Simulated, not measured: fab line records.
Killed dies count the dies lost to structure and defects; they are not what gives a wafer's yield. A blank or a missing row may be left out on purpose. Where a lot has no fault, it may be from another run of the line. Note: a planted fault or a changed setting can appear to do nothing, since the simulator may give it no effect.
One fault seen from 2 desks    flow gf180mcu    numbers are kept per desk, each desk with only its own; the story behind them comes last

THE METROLOGY DESK
Means of the sampled wafers that have a number, per lot and without regard to the tool the lot ran on: this is what the gauges read. The brackets show how far a lot's mean lies from the usual mean; more than 4 standard deviations puts the lot out of limits, marked OUT.
Columns: A = V4_BOW at GF_V4_BOW_MEAS_05, usual 133 um
lot   first seen here  A
L287  day 23 05:40     135
L288  day 23 07:37     129
L289  day 23 23:37     135
L293  day 25 14:01     130
L303  day 29 04:35     135
L305  day 29 12:03     124
L306  day 29 20:35     131
L307  day 30 02:45     129
L308  day 30 07:45     142
L309  day 30 10:56     141
L310  day 30 20:28     123
This desk's finding: nothing out of limits on any of the 11 lots.

AT THE TOOL OWNER'S DESK: rie_metal-01
The tool's own readings at GF_M4_METAL_ETCH_16 (etches the open film in Cl2/BCl3, stops on SiO2, target depth 627.5 nm, time 104.6 s): means of the sampled wafers that have a number, for each lot that ran on this tool. The brackets show how far a lot's mean lies from the usual mean; more than 4 standard deviations puts the lot out of limits, marked OUT.
Columns: A = drypump_motor_current_A at GF_M4_METAL_ETCH_16, usual 5.5 A; B = oes_product_au at GF_M4_METAL_ETCH_16, usual 0.972 a.u.; C = run_length_s at GF_M4_METAL_ETCH_16, usual 132.8 s; D = throttle_valve_pct at GF_M4_METAL_ETCH_16, usual 28.250 %
lot   first seen here  A    B      C                 D
L287  day 23 04:26     5.3  0.976  132.7             28.243
L289  day 23 22:24     5.5  0.974  132.6             28.254
L293  day 25 12:42     5.5  0.950  135.7 (+7.2) OUT  28.278
L305  day 29 10:49     5.5  0.967  132.8             28.256
L306  day 29 19:07     5.5  0.967  132.8             28.257
L309  day 30 09:41     5.4  0.974  132.7             28.259
L310  day 30 19:14     5.2  0.969  132.5             28.244
Finding of this desk: L293 out of limits; the first was L293 at day 25 12:42, on run_length_s at GF_M4_METAL_ETCH_16. L287, L289, L305, L306, L309, L310 stayed within limits.

BROUGHT TOGETHER
At day 25 12:42, on L293, the tool owner's desk was in a position to raise an alarm.
Metrology desk: nothing out of limits seen.
The metrology desk has L293 on record, within its limits.
All the named lots went through GF_M4_METAL_ETCH_16 on rie_metal-01.

WHAT THE SIMULATOR HAD PUT IN
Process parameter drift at GF_M4_METAL_ETCH_16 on rie_metal-01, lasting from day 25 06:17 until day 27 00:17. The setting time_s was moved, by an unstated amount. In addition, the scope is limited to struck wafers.
Struck lots among those shown: L293.
Delay in hours, fault start to first out-of-limits reading, by desk: the tool owner's desk at 6.
